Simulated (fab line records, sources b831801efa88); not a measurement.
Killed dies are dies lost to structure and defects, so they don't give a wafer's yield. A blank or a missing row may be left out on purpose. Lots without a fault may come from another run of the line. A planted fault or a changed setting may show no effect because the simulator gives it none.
Chamber matching | flow sky130 | SKY_LI_CONTACT_CMP_24 on cmp-01: 4 sister chambers
The step polishes, stops on PSG, t overpolish 20 s, target thk 0 nm. 27 wafers are shown with their chamber, then 12 later ones without.

WAFERS WITH THEIR CHAMBER
wafer  | chamber | time_to_endpoint_s (s) | edge_zone_pressure_frac | overpolish_run_s (s)
L074.1 | 2       | 96                     | 1.000                   | 19.991
L074.2 | 0       | 94                     | 0.997                   | 20.000
L074.3 | 3       | 96                     | 0.999                   | 20.002
L075.3 | 2       | 95                     | 0.993                   | 20.018
L075.4 | 0       | 100                    | 0.998                   | 20.007
L075.5 | 3       | 94                     | 0.998                   | 19.998
L077.4 | 1       | 93                     | 0.999                   | 19.991
L077.5 | 1       | 92                     | 0.993                   | 20.014
L077.6 | 2       | 96                     | 0.996                   | 20.003
L078.1 | 1       | 94                     | 1.005                   | 20.000
L078.2 | 2       | 99                     | 1.000                   | 19.996
L078.4 | 3       | 97                     | 1.003                   | 19.993
L080.1 | 3       | 100                    | 1.002                   | 19.998
L080.3 | 0       | 95                     | 1.001                   | 20.000
L080.4 | 2       | 94                     | 0.997                   | 19.988
L082.2 | 2       | 97                     | 0.994                   | 20.011
L082.3 | 0       | 98                     | 1.001                   | 19.993
L082.6 | 0       | 99                     | 0.997                   | 20.003
L084.1 | 1       | 97                     | 0.999                   | 20.001
L084.4 | 0       | 100                    | 1.005                   | 20.001
L084.6 | 2       | 100                    | 0.999                   | 20.019
L089.2 | 1       | 96                     | 0.996                   | 20.001
L089.3 | 0       | 97                     | 0.994                   | 19.995
L089.4 | 3       | 99                     | 0.995                   | 20.001
L090.3 | 1       | 91                     | 0.997                   | 20.002
L090.5 | 0       | 92                     | 1.001                   | 19.998
L090.6 | 1       | 94                     | 0.996                   | 20.004

SIGNATURES (means of the wafers above)
reading                 | chamber 0 | chamber 1 | chamber 2 | chamber 3 | scatter within a chamber
time_to_endpoint_s      | 96.88     | 93.86     | 96.71     | 97.20     | 2.45
edge_zone_pressure_frac | 0.99925   | 0.99786   | 0.99700   | 0.99940   | 0.00333
overpolish_run_s        | 19.99963  | 20.00186  | 20.00371  | 19.99840  | 0.00786
Rule: a wafer's distance from a chamber is the root of the sum, over the readings, of the square of ((its reading less the chamber's mean) divided by the reading's scatter). The wafer belongs to the nearest chamber; if the next one is less than 2 further off, it can't be placed. The scatter: the root of (the sum of the squares of (reading less its chamber's mean) over the shown wafers, divided by (wafers less chambers)).

WAFERS WITHOUT THEIR CHAMBER
wafer  | time_to_endpoint_s (s) | edge_zone_pressure_frac | overpolish_run_s (s)
L091.2 | 97                     | 1.003                   | 20.021
L091.4 | 95                     | 0.987                   | 20.003
L091.5 | 95                     | 0.996                   | 19.994
L092.1 | 100                    | 0.999                   | 19.997
L092.2 | 102                    | 1.004                   | 19.991
L092.4 | 97                     | 1.006                   | 20.012
L093.2 | 93                     | 1.002                   | 20.005
L093.3 | 96                     | 1.001                   | 19.999
L093.5 | 97                     | 0.998                   | 19.998
L096.3 | 100                    | 1.001                   | 19.978
L096.4 | 101                    | 1.001                   | 19.996
L096.5 | 99                     | 1.003                   | 19.992

WHICH CHAMBER EACH WENT THROUGH
wafer  | from the rows above               | in truth
L091.2 | can't be placed: 2 or 0 or 3 or 1 | 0
L091.4 | can't be placed: 2 or 1 or 0 or 3 | 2
L091.5 | can't be placed: 1 or 0 or 2 or 3 | 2
L092.1 | can't be placed: 3 or 0 or 2 or 1 | 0
L092.2 | can't be placed: 3 or 0 or 2 or 1 | 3
L092.4 | can't be placed: 0 or 3 or 2 or 1 | 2
L093.2 | can't be placed: 1 or 0 or 3 or 2 | 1
L093.3 | can't be placed: 0 or 3 or 1 or 2 | 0
L093.5 | can't be placed: 3 or 0 or 2 or 1 | 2
L096.3 | can't be placed: 3 or 0 or 2 or 1 | 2
L096.4 | can't be placed: 3 or 0 or 2 or 1 | 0
L096.5 | can't be placed: 3 or 0 or 2 or 1 | 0
Placed correctly: 0 of 12. Can't be placed from these rows: 12 (the true chamber is among the candidates in 12). Placed wrongly: 0.
